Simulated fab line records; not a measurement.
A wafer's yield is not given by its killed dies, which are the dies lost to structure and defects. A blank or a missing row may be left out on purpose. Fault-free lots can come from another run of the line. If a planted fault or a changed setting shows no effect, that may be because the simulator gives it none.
One fault seen from 2 desks    flow gf180mcu    every desk sees just its own numbers, and what lay behind them comes last

FOR THE TOOL OWNER'S DESK: litho_track-03
The tool's own readings at GF_M1_PEB_12 (peb time 90 s): means of the sampled wafers that have a number, for each lot that ran on this tool. If a lot's mean is further than 4 standard deviations from the usual mean, the lot is out of limits and carries the mark OUT (the distance appears in the brackets).
Columns: A = heater_power_total_W at GF_M1_PEB_12, usual 85.69 W
lot   first seen here  A
L576  day 20 06:07     85.69
L577  day 20 21:07     85.79
L586  day 24 01:36     89.01 (+37) OUT
L587  day 24 08:34     89.07 (+38) OUT
Finding of this desk: L586, L587 out of limits; the first was L586 at day 24 01:36, on heater_power_total_W at GF_M1_PEB_12. In limits: L576, L577.

THE METROLOGY DESK
Means of the sampled wafers that have a number, per lot and without regard to the tool the lot ran on: this is what the gauges read. If a lot's mean is further than 4 standard deviations from the usual mean, the lot is out of limits and carries the mark OUT (the distance appears in the brackets).
Columns: A = M1_ALCU_RS at GF_M1_RS_MEAS_05, usual 0.0697 ohm/sq; B = M1_ALCU_THK at GF_M1_THK_MEAS_06, usual 447 nm; C = cd_nm at GF_M1_CD_MEAS_14, usual 229.6 nm; D = M1_OVL at GF_M1_OVL_MEAS_15, usual 2 nm
lot   first seen here  A       B    C      D
L576  day 19 06:09     0.0708  439  229.7  8
L577  day 19 21:07     0.0696  444  232.0  6
L586  day 23 02:31     0.0688  454  232.0  -0
L587  day 23 10:39     0.0702  442  232.7  -4
L588  day 23 19:13     0.0706  439  230.0  7
L590  day 24 07:05     0.0701  447  229.0  3
This desk found nothing out of limits on any of the 6 lots.

TAKEN TOGETHER
On L586, L587, at day 24 01:36, an alarm was possible from the tool owner's desk.
At the metrology desk, nothing out of limits was observed.
The metrology desk has L586, L587 on record, within its limits.
Every lot named ran GF_M1_PEB_12 on litho_track-03.

WHAT THE SIMULATOR HAD INSERTED
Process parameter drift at GF_M1_PEB_12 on litho_track-03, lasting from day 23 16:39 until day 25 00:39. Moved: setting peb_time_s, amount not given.
Lots struck among those shown: L586, L587.
Each desk's first reading out of limits, in hours after the fault started: the tool owner's desk, 9.
